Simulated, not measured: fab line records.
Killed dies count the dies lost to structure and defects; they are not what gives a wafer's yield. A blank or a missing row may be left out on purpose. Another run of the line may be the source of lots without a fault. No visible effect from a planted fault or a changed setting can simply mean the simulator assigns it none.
A lot that was struck, set against a sound lot    flow sky130    16 steps out of a route of 708
Sound: the wafers L947.1, L947.4, L947.6. Struck: wafer L958.2. (L958.3, L958.6 of the same lot were not struck and are left out.) The cause comes at the end.
At each step with rows: each side's tool, then ch and its chambers, then its first start. Under that, the readings that differ: sound wafers    struck wafers    difference of the means    sigmas: that difference in standard deviations of wafers without a fault.
alike: readings with means less than 2 such deviations apart, plus words and numbers identical on both sides. not compared: withheld readings, readings lacking a value on some wafer, bounds such as >300 that could conceal the same value, and numbers that have no deviation in the record and whose values overlap.
The two part at a step that has a row with sigmas, a row that says differs or no value, or rows on one side only. Non-overlapping numbers with no deviation appear without sigmas and do not part them. A reading missing from all wafers of one side parts the sides only when that side holds two or more wafers.

first, 3 steps without rows for these wafers: SKY_METAL1_EXPOSE_12 (exposes mask MM1, target cd 140 nm); SKY_METAL1_PEB_13; SKY_METAL1_DEVELOP_14 (develop time 60 s).
SKY_METAL1_CD_MEAS_15: the cd target is 140 nm.
  sound: cd_sem-01 at day 33 03:57; struck: cd_sem-01 at day 36 20:56
reading     sound              struck  difference  sigmas
cd_nm (nm)  138.5 138.4 138.3  143.5   +5.1        +3
SKY_METAL1_OVL_MEAS_16:
  sound: overlay-01 at day 33 04:04; struck: overlay-01 at day 36 21:02
reading          sound    struck  difference  sigmas
METAL1_OVL (nm)  5 19 19  -3      -17         -3
SKY_METAL1_DESCUM_17: chemistry O2, time 8 s.
  sound on rie_metal-04 ch 0,1, day 33 04:07; struck on rie_metal-01 ch 0, day 36 21:04
  alike: chamber_pressure_mTorr, drypump_motor_current_A, oes_product_au
  not compared: rf_hours_counter_h
SKY_METAL1_ETCH_18: etches BARC in N2/H2, stops on SiO2, time 45.9 s, target depth 60 nm.
  sound on rie_metal-04 ch 0,1, day 33 04:08; struck on rie_metal-01 ch 0, day 36 21:06
  alike: chamber_pressure_mTorr, drypump_motor_current_A, oes_product_au, throttle_valve_pct
  not compared: rf_hours_counter_h
SKY_METAL1_METAL_ETCH_19: etches the open film in Cl2/BCl3, stops on SiO2, target depth 360 nm, time 78 s.
  sound on rie_metal-04 ch 0,1, day 33 04:12; struck on rie_metal-01 ch 0, day 36 21:10
  alike: chamber_pressure_mTorr, drypump_motor_current_A, oes_product_au, throttle_valve_pct
  not compared: rf_hours_counter_h
SKY_METAL1_STRIP_20: strips in O2/N2.
  sound on plasma_asher-01 ch 0,1, day 33 04:17; struck on plasma_asher-03 ch 1, day 36 21:15
reading                       sound           struck  difference  sigmas
strip_time_to_endpoint_s (s)  2.68 2.77 2.73  2.65    -0.08       -2
  alike: chamber_pressure_mTorr, drypump_motor_current_A, oes_product_au
  not compared: rf_hours_counter_h
then, 3 steps without rows for these wafers: SKY_METAL1_STRIP_21 (strips in post etch residue remover, time 1200 s); SKY_METAL1_CLEAN_22 (cleans in IPA, time 180 s); SKY_METAL1_CLEAN_23 (cleans in O3/DIW).
SKY_VIA1_HDPCVD_00: deposits SiO2, target thk 1030 nm, time 171.7 s.
  sound on hdpcvd-01 ch 0,2, day 33 04:53; struck on hdpcvd-01 ch 2, day 36 22:11
reading                                   sound              struck  difference  sigmas
run_length_s (s)                          199.3 199.2 199.4  189.8   -9.5        -18
model.SiO2_of_VIA1_HDPCVD_00.thk_nm (nm)  1039 1051 1037     978.1   -64.2       
SKY_VIA1_THK_MEAS_01:
  sound: film_metro-01 at day 33 05:03; struck: film_metro-01 at day 36 22:19
reading               sound           struck  difference  sigmas
VIA1_HDPCVD_THK (nm)  1040 1051 1037  978     -65         -6
SKY_VIA1_CMP_02: polishes SiO2.
  sound on cmp-02 ch 1,2,3, day 33 05:10; struck on cmp-01 ch 1, day 36 22:22
reading                       sound              struck  difference  sigmas
retaining_ring_pressure_frac  0.999 0.988 0.995  1.008   +0.014      +3
  alike: motor_current_A
then, 1 step without rows for these wafers: SKY_PAD_OPEN_PROBE_99.

== WHERE THEY PART ==
Earliest at SKY_METAL1_CD_MEAS_15; latest, in this record, at SKY_VIA1_CMP_02.

WHY: what had been put in by the simulator
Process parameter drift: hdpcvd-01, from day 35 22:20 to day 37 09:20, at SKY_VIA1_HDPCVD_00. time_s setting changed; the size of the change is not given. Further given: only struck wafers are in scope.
